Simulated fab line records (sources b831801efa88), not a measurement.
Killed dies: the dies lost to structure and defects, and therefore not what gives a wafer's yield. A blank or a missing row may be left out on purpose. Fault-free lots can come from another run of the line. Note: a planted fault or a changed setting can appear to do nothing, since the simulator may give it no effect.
What tool caused it? / flow gf180mcu / 45 wafers from 15 lots sampled at 2 of the route's 602 steps

== WHAT THE GAUGES SHOWED, per wafer ==
GF_CONTACT_RS_MEAS_25: measures by four-point-probe.
lot=L749; measured=day 16 06:46; on=film metro-03; CONTACT_W_RS (ohm/sq)=0.381 0.380 0.384
lot=L750; measured=day 16 14:12; on=film metro-03; CONTACT_W_RS (ohm/sq)=0.385 0.385 0.382
lot=L752; measured=day 17 05:23; on=film metro-03; CONTACT_W_RS (ohm/sq)=0.381 0.378 0.378
lot=L755; measured=day 18 10:53; on=film metro-04; CONTACT_W_RS (ohm/sq)=0.385 0.390 0.387
lot=L759; measured=day 19 23:19; on=film metro-03; CONTACT_W_RS (ohm/sq)=0.373 0.374 0.379
lot=L761; measured=day 20 15:46; on=film metro-04; CONTACT_W_RS (ohm/sq)=0.388 0.387 0.388
lot=L762; measured=day 21 02:48; on=film metro-01; CONTACT_W_RS (ohm/sq)=0.389 0.394 0.388
lot=L763; measured=day 21 16:14; on=film metro-01; CONTACT_W_RS (ohm/sq)=0.379 0.381 0.386
lot=L764; measured=day 21 16:59; on=film metro-03; CONTACT_W_RS (ohm/sq)=0.392 0.393 0.390
lot=L766; measured=day 22 10:05; on=film metro-04; CONTACT_W_RS (ohm/sq)=0.388 0.381 0.382
lot=L767; measured=day 22 21:34; on=film metro-03; CONTACT_W_RS (ohm/sq)=0.382 0.390 0.382
lot=L768; measured=day 22 23:36; on=film metro-03; CONTACT_W_RS (ohm/sq)=0.382 0.379 0.386
lot=L769; measured=day 23 10:18; on=film metro-03; CONTACT_W_RS (ohm/sq)=0.386 0.385 0.382
lot=L770; measured=day 23 18:54; on=film metro-04; CONTACT_W_RS (ohm/sq)=0.384 0.389 0.390
lot=L772; measured=day 24 07:02; on=film metro-01; CONTACT_W_RS (ohm/sq)=0.390 0.397 0.393

GF_V1_THK_MEAS_03.
lot=L749; measured=day 17 06:38; on=film metro-01; V1_CVD_02_THK (nm)=844 850 861
lot=L750; measured=day 17 14:57; on=film metro-02; V1_CVD_02_THK (nm)=842 871 859
lot=L752; measured=day 18 06:57; on=film metro-02; V1_CVD_02_THK (nm)=832 838 861
lot=L755; measured=day 19 13:05; on=film metro-01; V1_CVD_02_THK (nm)=844 870 850
lot=L759; measured=day 21 01:16; on=film metro-03; V1_CVD_02_THK (nm)=832 850 835
lot=L761; measured=day 21 17:32; on=film metro-02; V1_CVD_02_THK (nm)=838 855 868
lot=L762; measured=day 22 04:28; on=film metro-03; V1_CVD_02_THK (nm)=846 851 861
lot=L763; measured=day 22 17:15; on=film metro-03; V1_CVD_02_THK (nm)=857 861 863
lot=L764; measured=day 22 17:35; on=film metro-01; V1_CVD_02_THK (nm)=839 849 855
lot=L766; measured=day 23 11:11; on=film metro-03; V1_CVD_02_THK (nm)=864 849 862
lot=L767; measured=day 23 22:11; on=film metro-01; V1_CVD_02_THK (nm)=868 869 874
lot=L768; measured=day 24 00:29; on=film metro-02; V1_CVD_02_THK (nm)=843 844 850
lot=L769; measured=day 24 10:41; on=film metro-03; V1_CVD_02_THK (nm)=849 846 858
lot=L770; measured=day 24 18:43; on=film metro-02; V1_CVD_02_THK (nm)=862 849 856
lot=L772; measured=day 25 07:08; on=film metro-03; V1_CVD_02_THK (nm)=832 844 855

== WHICH TOOL RAN EACH LOT (tool, then ch and the chambers of the sampled wafers, then the start) ==
Record: no process step prior to these readings.

== WHAT THE TOOLS THEMSELVES READ (means of the sampled wafers that have a number; where no wafer has one, the mark that the record gives instead) ==
The record holds no such reading with a usual standard deviation.

== THE ANSWER, worked out from the rows above alone ==
Rule: the lots themselves supply what counts as usual. Put in order of their means at a reading, lots are off if they are a third of the lots or fewer, leave a main group of 4 or more, and stand apart from it by a gap of 3 or more times the standard deviation of the main group's means; of several such gaps the widest counts. The tables above print the reading to a certain number of digits; a main group whose means all agree to those digits is not used. A lot without any number at a reading at which 4 lots or more have one is off too. Where the step has rows for the other lots, those lots are counted as sound. After the gauges, taken in route order, come the tools' own readings; for these a lot's mean is taken, as printed above. The first step at which some lot is off is used, and at that step the reading that is off furthest; a lot without a number counts as furthest.
Across all readings shown, no lot is off: no conclusion can be drawn from this.

== WHAT THE SIMULATOR HAD INSERTED ==
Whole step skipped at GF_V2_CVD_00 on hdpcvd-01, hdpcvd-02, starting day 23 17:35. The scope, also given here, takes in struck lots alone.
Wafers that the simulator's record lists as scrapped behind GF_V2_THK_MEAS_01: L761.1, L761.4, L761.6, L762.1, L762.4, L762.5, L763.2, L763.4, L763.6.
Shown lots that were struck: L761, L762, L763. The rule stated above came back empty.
